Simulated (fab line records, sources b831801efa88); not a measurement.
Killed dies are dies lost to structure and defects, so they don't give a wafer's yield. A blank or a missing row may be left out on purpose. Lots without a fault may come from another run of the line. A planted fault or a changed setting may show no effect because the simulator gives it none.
Which tool did it? | flow sky130 | 24 lots, 72 wafers sampled, at 5 steps of a route of 708

WHAT THE GAUGES READ, wafer by wafer
SKY_METAL2_CD_MEAS_15: target cd 140 nm. Usual: cd_nm 139.4 nm, standard deviation 1.6.
lot  | measured     | on        | cd_nm (nm)        | flag
L076 | day 36 00:01 | cd_sem-02 | 140.1 137.9 140.0 |
L075 | day 36 00:44 | cd_sem-02 | 137.8 138.3 136.2 |
L074 | day 36 01:48 | cd_sem-01 | 141.1 142.7 141.2 |
L077 | day 36 02:43 | cd_sem-01 | 140.1 138.1 139.9 |
L078 | day 36 10:44 | cd_sem-02 | 137.3 138.3 137.1 |
L079 | day 36 20:34 | cd_sem-02 | 142.3 142.1 143.6 |
L080 | day 37 02:55 | cd_sem-01 | 142.1 139.6 142.0 |
L081 | day 37 12:46 | cd_sem-02 | 140.3 139.3 139.7 |
L082 | day 37 22:13 | cd_sem-02 | 137.8 139.8 139.3 |
L083 | day 38 04:17 | cd_sem-02 | 140.7 140.7 141.1 |
L084 | day 38 11:52 | cd_sem-02 | 139.5 138.0 140.1 |
L085 | day 38 13:17 | cd_sem-02 | 139.7 138.9 138.7 |
L086 | day 39 00:00 | cd_sem-02 | 138.8 138.8 138.2 |
L087 | day 39 09:28 | cd_sem-02 | 137.6 137.5 138.0 |
L088 | day 39 16:53 | cd_sem-02 | 139.1 139.5 142.2 |
L089 | day 39 20:51 | cd_sem-01 | 137.7 138.8 137.0 |
L090 | day 39 23:29 | cd_sem-02 | 138.3 139.0 137.9 |
L093 | day 41 15:32 | cd_sem-01 | 140.0 138.7 140.4 |
L094 | day 41 18:31 | cd_sem-02 | 137.6 137.8 137.4 |
L091 | day 41 19:19 | cd_sem-01 | 141.0 141.7 141.0 |
L095 | day 41 21:39 | cd_sem-01 | 140.3 140.8 140.3 |
L092 | day 41 22:16 | cd_sem-02 | 138.7 141.6 139.5 |
L096 | day 41 23:33 | cd_sem-02 | 137.3 136.3 136.5 |
L097 | day 42 05:07 | cd_sem-01 | 139.9 142.0 138.4 |

SKY_METAL5_THK_MEAS_06: measures by xrf. Usual: METAL5_ALCU_THK 1153 nm, standard deviation 15.
lot  | measured     | on            | METAL5_ALCU_THK (nm) | flag
L076 | day 43 16:21 | film_metro-04 | 1137 1131 1141       |
L075 | day 43 19:24 | film_metro-01 | 1153 1165 1164       |
L074 | day 43 19:43 | film_metro-04 | 1155 1153 1159       |
L077 | day 43 20:01 | film_metro-03 | 1166 1168 1141       |
L078 | day 44 02:21 | film_metro-01 | 1143 1141 1151       |
L079 | day 44 15:15 | film_metro-01 | 1140 1150 1146       |
L080 | day 44 17:04 | film_metro-04 | 1159 1155 1162       |
L081 | day 44 22:30 | film_metro-04 | 1166 1160 1165       |
L082 | day 45 12:07 | film_metro-01 | 1136 1147 1138       |
L083 | day 45 15:43 | film_metro-04 | 1193 1177 1177       |
L084 | day 45 17:55 | film_metro-01 | 1139 1135 1128       |
L085 | day 45 18:13 | film_metro-01 | 1155 1160 1138       |
L086 | day 46 04:07 | film_metro-01 | 1148 1142 1143       |
L087 | day 46 13:23 | film_metro-04 | 1172 1164 1162       |
L088 | day 46 18:10 | film_metro-03 | 1145 1169 1165       |
L089 | day 46 22:47 | film_metro-04 | 1138 1162 1155       |
L090 | day 47 07:33 | film_metro-01 | 1146 1136 1130       |
L093 | day 48 09:50 | film_metro-03 | 1151 1175 1138       |
L094 | day 48 13:52 | film_metro-04 | 1140 1154 1139       |
L091 | day 48 14:45 | film_metro-04 | 1134 1154 1143       |
L095 | day 48 15:04 | film_metro-03 | 1134 1147 1128       |
L092 | day 48 16:52 | film_metro-04 | 1191 1183 1192       |
L096 | day 48 17:09 | film_metro-03 | 1156 1145 1145       |
L097 | day 48 18:57 | film_metro-01 | 1181 1160 1148       |

WHICH TOOL RAN EACH LOT (tool, then ch and the chambers of the sampled wafers, then the start)
lot  | SKY_METAL2_DESCUM_17              | SKY_CAPM_CVD_00                 | SKY_METAL5_SPUTTER_04
L076 | rie_metal-01 ch 0,1, day 36 00:07 | pecvd-01 ch 0,1,2, day 37 04:49 | pvd_sputter-04, day 43 16:09
L075 | rie_metal-04 ch 0, day 36 00:53   | pecvd-03 ch 0,1,2, day 37 05:56 | pvd_sputter-04, day 43 19:14
L074 | rie_metal-03 ch 0,1, day 36 01:56 | pecvd-01 ch 0,1, day 37 06:40   | pvd_sputter-02, day 43 19:32
L077 | rie_metal-03 ch 0,1, day 36 02:50 | pecvd-03 ch 0,2, day 37 06:59   | pvd_sputter-03, day 43 19:50
L078 | rie_metal-03 ch 0,1, day 36 10:53 | pecvd-02 ch 0,1,2, day 37 15:50 | pvd_sputter-04, day 44 02:11
L079 | rie_metal-01 ch 0,1, day 36 20:44 | pecvd-03 ch 1,2, day 38 00:35   | pvd_sputter-04, day 44 15:05
L080 | rie_metal-04 ch 0, day 37 03:03   | pecvd-03 ch 0,1, day 38 07:46   | pvd_sputter-04, day 44 16:53
L081 | rie_metal-04 ch 0, day 37 12:56   | pecvd-02 ch 0,1, day 38 16:32   | pvd_sputter-02, day 44 22:20
L082 | rie_metal-01 ch 0,1, day 37 22:23 | pecvd-02 ch 0,2, day 39 02:43   | pvd_sputter-04, day 45 11:57
L083 | rie_metal-03 ch 0,1, day 38 04:23 | pecvd-02 ch 0,1,2, day 39 08:08 | pvd_sputter-04, day 45 15:32
L084 | rie_metal-01 ch 0,1, day 38 12:00 | pecvd-02 ch 0,2, day 39 15:55   | pvd_sputter-02, day 45 17:43
L085 | rie_metal-04 ch 0,1, day 38 13:26 | pecvd-03 ch 0,2, day 39 17:12   | pvd_sputter-04, day 45 18:02
L086 | rie_metal-01 ch 0,1, day 39 00:08 | pecvd-03 ch 1,2, day 40 04:19   | pvd_sputter-02, day 46 03:56
L087 | rie_metal-03 ch 0, day 39 09:36   | pecvd-02 ch 1,2, day 40 12:54   | pvd_sputter-04, day 46 13:12
L088 | rie_metal-01 ch 0,1, day 39 16:59 | pecvd-01 ch 0,1,2, day 40 20:19 | pvd_sputter-03, day 46 17:58
L089 | rie_metal-01 ch 1, day 39 21:00   | pecvd-01 ch 0,2, day 41 00:44   | pvd_sputter-02, day 46 22:37
L090 | rie_metal-03 ch 0,1, day 39 23:38 | pecvd-03 ch 0,1,2, day 41 02:39 | pvd_sputter-02, day 47 07:23
L093 | rie_metal-01 ch 0,1, day 41 15:41 | pecvd-01 ch 0,1,2, day 42 19:17 | pvd_sputter-03, day 48 09:41
L094 | rie_metal-03 ch 0,1, day 41 18:39 | pecvd-01 ch 0,2, day 42 22:04   | pvd_sputter-04, day 48 13:41
L091 | rie_metal-01 ch 1, day 41 19:29   | pecvd-02 ch 0,1,2, day 42 23:07 | pvd_sputter-02, day 48 14:35
L095 | rie_metal-04 ch 1, day 41 21:47   | pecvd-03 ch 0, day 43 00:50     | pvd_sputter-03, day 48 14:53
L092 | rie_metal-01 ch 0,1, day 41 22:24 | pecvd-01 ch 0,1, day 43 02:25   | pvd_sputter-04, day 48 16:41
L096 | rie_metal-04 ch 0,1, day 41 23:42 | pecvd-03 ch 0, day 43 03:03     | pvd_sputter-03, day 48 16:59
L097 | rie_metal-03 ch 0,1, day 42 05:17 | pecvd-02 ch 0,1, day 43 08:26   | pvd_sputter-04, day 48 18:47
- SKY_METAL2_DESCUM_17: chemistry O2, time 8 s.
- SKY_CAPM_CVD_00: deposits SiO2, target thk 15.5 nm.
- SKY_METAL5_SPUTTER_04: material TiN, target thk 70 nm, time 58.3 s.

WHAT THE TOOLS THEMSELVES READ (means of the sampled wafers that have a number; where no wafer has one, the mark that the record gives instead)
SKY_METAL2_DESCUM_17. Usual: drypump_motor_current_A 5.8 A, standard deviation 0.47; oes_product_au 1.004 a.u., standard deviation 0.017; rf_fwd_power_W 147.1 W, standard deviation 0.75.
lot  | tool         | drypump_motor_current_A (A) | oes_product_au (a.u.) | rf_fwd_power_W (W) | flag
L076 | rie_metal-01 | 6.0                         | 0.994                 | 147.8              |
L075 | rie_metal-04 | 6.0                         | 1.008                 | 145.6              |
L074 | rie_metal-03 | 5.1                         | 0.985                 | 146.8              |
L077 | rie_metal-03 | 5.2                         | 1.003                 | 146.9              |
L078 | rie_metal-03 | 5.2                         | 0.991                 | 146.5              |
L079 | rie_metal-01 | 6.0                         | 0.998                 | 147.7              |
L080 | rie_metal-04 | 6.1                         | 1.012                 | 146.0              |
L081 | rie_metal-04 | 6.1                         | 1.017                 | 146.3              |
L082 | rie_metal-01 | 6.1                         | 1.012                 | 147.3              |
L083 | rie_metal-03 | 5.1                         | 1.001                 | 146.4              |
L084 | rie_metal-01 | 6.0                         | 0.999                 | 148.1              |
L085 | rie_metal-04 | 5.9                         | 1.014                 | 146.8              |
L086 | rie_metal-01 | 6.2                         | 1.010                 | 148.0              |
L087 | rie_metal-03 | 5.0                         | 0.970                 | 147.6              |
L088 | rie_metal-01 | 6.0                         | 1.002                 | 147.8              |
L089 | rie_metal-01 | 6.3                         | 1.016                 | 147.3              |
L090 | rie_metal-03 | 5.2                         | 0.993                 | 146.4              |
L093 | rie_metal-01 | 6.2                         | 1.015                 | 147.9              |
L094 | rie_metal-03 | 5.1                         | 0.984                 | 147.4              |
L091 | rie_metal-01 | 6.3                         | 1.015                 | 147.3              |
L095 | rie_metal-04 | 5.8                         | 1.031                 | 147.3              |
L092 | rie_metal-01 | 6.0                         | 0.999                 | 147.9              |
L096 | rie_metal-04 | 6.0                         | 1.016                 | 146.8              |
L097 | rie_metal-03 | 5.2                         | 0.993                 | 146.8              |

SKY_CAPM_CVD_00. Usual: heater_power_w 772 W, standard deviation 100; rf_fwd_power_W 442.0 W, standard deviation 2.4.
lot  | tool     | heater_power_w (W) | rf_fwd_power_W (W) | flag
L076 | pecvd-01 | 811                | 440.4              |
L075 | pecvd-03 | 822                | 443.6              |
L074 | pecvd-01 | 829                | 440.9              |
L077 | pecvd-03 | 639                | 443.3              |
L078 | pecvd-02 | 771                | 441.4              |
L079 | pecvd-03 | 855                | 443.1              |
L080 | pecvd-03 | 717                | 441.6              |
L081 | pecvd-02 | 794                | 440.9              |
L082 | pecvd-02 | 715                | 443.1              |
L083 | pecvd-02 | 763                | 442.4              |
L084 | pecvd-02 | 754                | 443.5              |
L085 | pecvd-03 | 792                | 445.5              |
L086 | pecvd-03 | 861                | 443.7              |
L087 | pecvd-02 | 809                | 441.6              |
L088 | pecvd-01 | 813                | 441.0              |
L089 | pecvd-01 | 822                | 440.3              |
L090 | pecvd-03 | 792                | 442.2              |
L093 | pecvd-01 | 845                | 442.3              |
L094 | pecvd-01 | 815                | 439.8              |
L091 | pecvd-02 | 773                | 442.8              |
L095 | pecvd-03 | 559                | 441.1              |
L092 | pecvd-01 | 812                | 439.4              |
L096 | pecvd-03 | 634                | 440.9              |
L097 | pecvd-02 | 827                | 439.8              |

SKY_METAL5_SPUTTER_04. Usual: throttle_valve_pct 30.1 %, standard deviation 0.91.
lot  | tool           | throttle_valve_pct (%) | flag
L076 | pvd_sputter-04 | 28.8                   |
L075 | pvd_sputter-04 | 30.5                   |
L074 | pvd_sputter-02 | 30.7                   |
L077 | pvd_sputter-03 | 30.2                   |
L078 | pvd_sputter-04 | 29.6                   |
L079 | pvd_sputter-04 | 28.9                   |
L080 | pvd_sputter-04 | 29.9                   |
L081 | pvd_sputter-02 | 30.7                   |
L082 | pvd_sputter-04 | 29.9                   |
L083 | pvd_sputter-04 | 29.8                   |
L084 | pvd_sputter-02 | 30.9                   |
L085 | pvd_sputter-04 | 30.4                   |
L086 | pvd_sputter-02 | 30.2                   |
L087 | pvd_sputter-04 | 30.2                   |
L088 | pvd_sputter-03 | 29.9                   |
L089 | pvd_sputter-02 | 30.5                   |
L090 | pvd_sputter-02 | 31.1                   |
L093 | pvd_sputter-03 | 30.0                   |
L094 | pvd_sputter-04 | 29.3                   |
L091 | pvd_sputter-02 | 30.5                   |
L095 | pvd_sputter-03 | 29.8                   |
L092 | pvd_sputter-04 | 30.8                   |
L096 | pvd_sputter-03 | 30.4                   |
L097 | pvd_sputter-04 | 29.3                   |

THE ANSWER, worked out from the rows above alone
Rule: a lot is off if the mean of its wafers that have a number lies more than 3 standard deviations from the usual mean. A lot without any number at a reading at which 4 lots or more have one is off too. The other lots that the step has rows for count as sound. The gauges are gone through in route order, then the tools' own readings, and for those a lot's mean is taken as printed above. The first step at which some lot is off is used, and at that step the reading that is off furthest; a lot without a number counts as furthest.
No lot is off at any reading shown: from this, nothing can be told.

WHAT THE SIMULATOR HAD PUT IN
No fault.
